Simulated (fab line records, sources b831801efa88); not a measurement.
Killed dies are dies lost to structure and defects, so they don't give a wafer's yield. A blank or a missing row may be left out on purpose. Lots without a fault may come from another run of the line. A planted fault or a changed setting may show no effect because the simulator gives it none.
A struck lot beside a sound one | flow sky130 | 14 steps out of a route of 708
Sound: wafers L624.3, L624.4, L624.5. Struck: wafers L614.4, L614.5, L614.6. The cause comes at the end.
At each step with rows: each side's tool, then ch and its chambers, then its first start. Under that, the readings that differ: sound wafers | struck wafers | difference of the means | sigmas: that difference in standard deviations of wafers without a fault.
alike: readings whose means differ by less than 2 such deviations, and words and numbers that are the same on both sides. not compared: withheld readings, readings that some wafer has no value for, bounds like >300 that may hide the same value, and numbers for which the record gives no deviation and whose values overlap.
The two part at a step that has a row with sigmas, a row that says differs or no value, or rows on one side only. Numbers that don't overlap but have no deviation are shown without sigmas and don't part them. A reading that every wafer of one side lacks parts them only if that side has two wafers or more.

first, 1 step without rows for these wafers: SKY_LDD_LDN_IMPLANT_11.
SKY_LDD_LDN_STRIP_12: strips in O2/N2.
  sound on plasma_asher-03 ch 0,1, day 30 03:43; struck on plasma_asher-02 ch 0,1, day 26 16:29
  alike: drypump_motor_current_A, oes_product_au, strip_time_to_endpoint_s
  not compared: rf_hours_counter_h
SKY_LDD_LDN_TW_MEAS_13:
  sound on film_metro-04, day 30 03:49; struck on film_metro-04, day 26 16:35
  alike: LDD_LDN_TW
then, 2 steps without rows for these wafers: SKY_LDD_LDN_CLEAN_14 (cleans in SC1/SC2, time 150 s); SKY_SPACER_CVD_00 (deposits Si3N4 from DCS/NH3, target thk 43.1 nm, time 740 s).
SKY_SPACER_THK_MEAS_01:
  sound on film_metro-04, day 30 06:36; struck on film_metro-01, day 26 19:01
  alike: SPACER_CVD_00_THK
SKY_SPACER_ETCHBACK_02: etches Si3N4 in CH3F/O2, stops on SiO2, time 46.7 s, target depth 45 nm.
  sound on rie_diel-02 ch 0,1,2, day 30 06:38; struck on rie_diel-01 ch 0,3, day 26 19:03
  alike: ch3f_flow_sccm, drypump_motor_current_A, oes_product_au, throttle_valve_pct
  not compared: rf_hours_counter_h
then, 5 steps without rows for these wafers: SKY_POLY_CUT_DEHYDRATE_00 (time 60 s); SKY_POLY_CUT_HMDS_01 (prime time 60 s); SKY_POLY_CUT_COAT_02 (resist thk 60 nm); SKY_POLY_CUT_COAT_03 (resist thk 450 nm); SKY_POLY_CUT_SOFTBAKE_04 (time 90 s).
SKY_POLY_CUT_EXPOSE_05: exposes mask NPCM, target cd 270 nm.
  sound on krf_scanner-02 ch 0, day 30 21:15; struck on krf_scanner-02, day 27 09:57
  no value came back on the struck wafers for exposure_dose_mJ_cm2, focus_offset_nm (nm), sigma_outer; on the sound wafers exposure_dose_mJ_cm2 reads 31.97 31.99 31.97
  alike: mask
then, 1 step without rows for these wafers: SKY_POLY_CUT_PEB_06.

WHERE THEY PART
Only at SKY_POLY_CUT_EXPOSE_05, within this record.

WHY: what the simulator had put in
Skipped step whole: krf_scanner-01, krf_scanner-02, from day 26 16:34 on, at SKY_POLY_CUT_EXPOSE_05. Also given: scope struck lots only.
